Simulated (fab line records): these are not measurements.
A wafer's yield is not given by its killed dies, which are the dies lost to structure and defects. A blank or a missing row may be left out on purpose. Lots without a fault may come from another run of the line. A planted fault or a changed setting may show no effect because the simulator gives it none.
Which tool is to blame? ; flow sfq-line ; 7 lots, 21 wafers sampled, at 3 steps of a route of 325

WHAT THE GAUGES SHOWED, per wafer
SFQ_JJ_OVL_MEAS_931.
lot;measured;on;J5_OVL (nm)
L504;day 48 13:07;overlay-02;13 9 3
L508;day 49 08:52;overlay-01;-6 -3 -11
L510;day 50 11:16;overlay-01;-4 -3 -1
L515;day 53 14:43;overlay-01;8 9 6
L518;day 54 00:19;overlay-01;10 4 1
L523;day 55 17:20;overlay-01;-2 -2 -3
L525;day 56 10:59;overlay-02;0 -3 5

WHAT TOOL EACH LOT RAN ON (gives the tool, then ch and the chambers of the sampled wafers, and finally the start)
lot;SFQ_TRILAYER_I0_DEP_PECVD_027;SFQ_TRILAYER_I0_CMP_CMP_028
L504;pecvd-01 ch 0,1,2, day 7 04:01;cmp-02 ch 0,1,3, day 7 06:44
L508;pecvd-02 ch 1,2, day 8 01:37;cmp-02 ch 0,3, day 8 06:44
L510;pecvd-03 ch 0,1, day 8 13:37;cmp-02 ch 0,2,3, day 8 16:44
L515;pecvd-02 ch 1,2, day 10 12:31;cmp-02 ch 0,2, day 10 18:13
L518;pecvd-02 ch 0,1,2, day 11 19:43;cmp-02 ch 0,2,3, day 11 21:17
L523;pecvd-03 ch 0,2, day 13 00:31;cmp-01 ch 0,1,2, day 13 06:11
L525;pecvd-03 ch 0,2, day 13 11:23;cmp-02 ch 0,2, day 13 17:54
- SFQ_TRILAYER_I0_DEP_PECVD_027: deposits SiO2 from SiH4/N2O, time 111.11 s, target thk 500 nm.
- SFQ_TRILAYER_I0_CMP_CMP_028: polishes SiO2.

THE ANSWER, worked out from the rows above alone
Rule: what is usual is taken from the lots themselves. The widest of any qualifying gaps counts: lots, ordered by their means at a reading, are off when they make up no more than a third of the lots, leave a main group of 4 or more, and stand apart from it by 3 or more times the standard deviation of that group's means. A main group is skipped when, at the precision printed for the reading in the tables above, its means are all equal. A lot without any number at a reading at which 4 lots or more have one is off too. The other lots that the step has rows for count as sound.
Nothing can be told from this: no lot is off at any reading shown.

WHAT WAS PUT IN BY THE SIMULATOR
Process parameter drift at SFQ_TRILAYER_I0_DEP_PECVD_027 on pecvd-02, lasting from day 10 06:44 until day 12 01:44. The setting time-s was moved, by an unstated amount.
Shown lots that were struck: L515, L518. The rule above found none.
